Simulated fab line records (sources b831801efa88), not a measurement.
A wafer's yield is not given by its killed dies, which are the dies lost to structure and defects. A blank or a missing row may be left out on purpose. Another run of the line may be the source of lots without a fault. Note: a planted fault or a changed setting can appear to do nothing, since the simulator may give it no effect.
Split-lot trial + flow gf180mcu + on a route of 602 steps: 5 lots, 23 wafers read

== ABOUT THE SPLIT ==
At GF_M3_EXPOSE_11 (exposes mask Metal3, target cd 280 nm), the setting dose mj was moved away from the recipe's 28 on 7 of the 23 wafers read, by -5.2% to +7.4%. All remaining wafers had this setting at the recipe value.

== FROM THE SPLIT ON TO THE READING: in between, the file shows 1 step ==
- GF_M3_DEVELOP_13: develop time 60 s (also split here: develop time s)

== THE READING ==
cd nm at GF_M3_CD_MEAS_14, given in nm (cd target 280 nm). Typical for fault-free wafers on this fab line: 280.0 nm, with standard deviation 1.2 nm.

| wafer  | tool, chamber at the split | dose mj as run | against the recipe | cd nm, nm | against lot-mates on the recipe |
|--------|----------------------------|----------------|--------------------|-----------|---------------------------------|
| L076.2 | krf scanner-01, 0          | 28             | recipe             | 280.6     | -                               |
| L076.3 | krf scanner-01, 0          | 28             | recipe             | 279.7     | -                               |
| L076.4 | krf scanner-01, 0          | 28             | recipe             | 279.1     | -                               |
| L077.1 | krf scanner-01, 0          | 28             | recipe             | 279.5     | -                               |
| L077.2 | krf scanner-01, 0          | 30.07          | +7.4%              | 268.0     | -10.8                           |
| L077.3 | krf scanner-01, 0          | 30.07          | +7.4%              | 268.7     | -10.1                           |
| L077.4 | krf scanner-01, 0          | 28             | recipe             | 278.8     | -                               |
| L077.5 | krf scanner-01, 0          | 28             | recipe             | 278.0     | -                               |
| L080.1 | krf scanner-01, 0          | 26.98          | -3.6%              | 287.5     | +5.4                            |
| L080.2 | krf scanner-01, 0          | 26.98          | -3.6%              | 288.0     | +5.9                            |
| L080.3 | krf scanner-01, 0          | 28             | recipe             | 281.5     | -                               |
| L080.4 | krf scanner-01, 0          | 28             | recipe             | 282.7     | -                               |
| L080.6 | krf scanner-01, 0          | 26.98          | -3.6%              | 286.4     | +4.3                            |
| L082.1 | krf scanner-01, 0          | 26.55          | -5.2%              | 285.7     | +7.1                            |
| L082.2 | krf scanner-01, 0          | 26.55          | -5.2%              | 287.2     | +8.6                            |
| L082.3 | krf scanner-01, 0          | 28             | recipe             | 279.0     | -                               |
| L082.4 | krf scanner-01, 0          | 28             | recipe             | 277.8     | -                               |
| L082.6 | krf scanner-01, 0          | 28             | recipe             | 279.0     | -                               |
| L083.2 | krf scanner-02, 0          | 28             | recipe             | 279.5     | -                               |
| L083.3 | krf scanner-02, 0          | 28             | recipe             | 278.7     | -                               |
| L083.4 | krf scanner-02, 0          | 28             | recipe             | 279.3     | -                               |
| L083.5 | krf scanner-02, 0          | 28             | recipe             | 279.0     | -                               |
| L083.6 | krf scanner-02, 0          | 28             | recipe             | 278.7     | -                               |

FIT RESULTS
A straight line over all 23 wafers: cd nm changes by -1.58 nm for each +1% of dose mj; r = -0.96; the points scatter about the line by 1.4 nm.
The same after taking each lot's own level away (the mean of its wafers on the recipe; 23 wafers): -1.44 nm for each +1%; r = -0.99; scatter 0.6 nm.
According to that fit, moving dose mj by its largest amount changes the reading by 11 nm.
Across the lots, their own levels run from 278.60 to 282.10 nm, a range of 2.9 times the standard deviation given above.
So the slope is not independent of the lot-to-lot level: the two fits are not the same.
Check: with one of the wafers moved furthest among these (+7.4%) left out of the fit, the line predicts -10.5 nm for it against its lot-mates. Against them it came out at -10.8 nm.

== FURTHER SPLITS ON THESE WAFERS ==
Before the reading, these wafers also passed through other splits. Each is held against what the fit with the lots' levels taken away leaves over:
| other split on the same wafers  | wafers away from the commonest value | r with cd nm (lot level and that fit taken away) |
|---------------------------------|--------------------------------------|--------------------------------------------------|
| GF_V2_PEB_12 peb time s         | 10                                   | -0.24                                            |
| GF_V2_ETCH_17 source w          | 9                                    | +0.12                                            |
| GF_M3_SPUTTER_04 time s         | 6                                    | -0.01                                            |
| GF_M3_DEVELOP_13 develop time s | 11                                   | -0.47                                            |

== FILE'S OWN FIT ==
cd nm changes by -1.44 nm for each +1% of dose mj, r = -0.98.
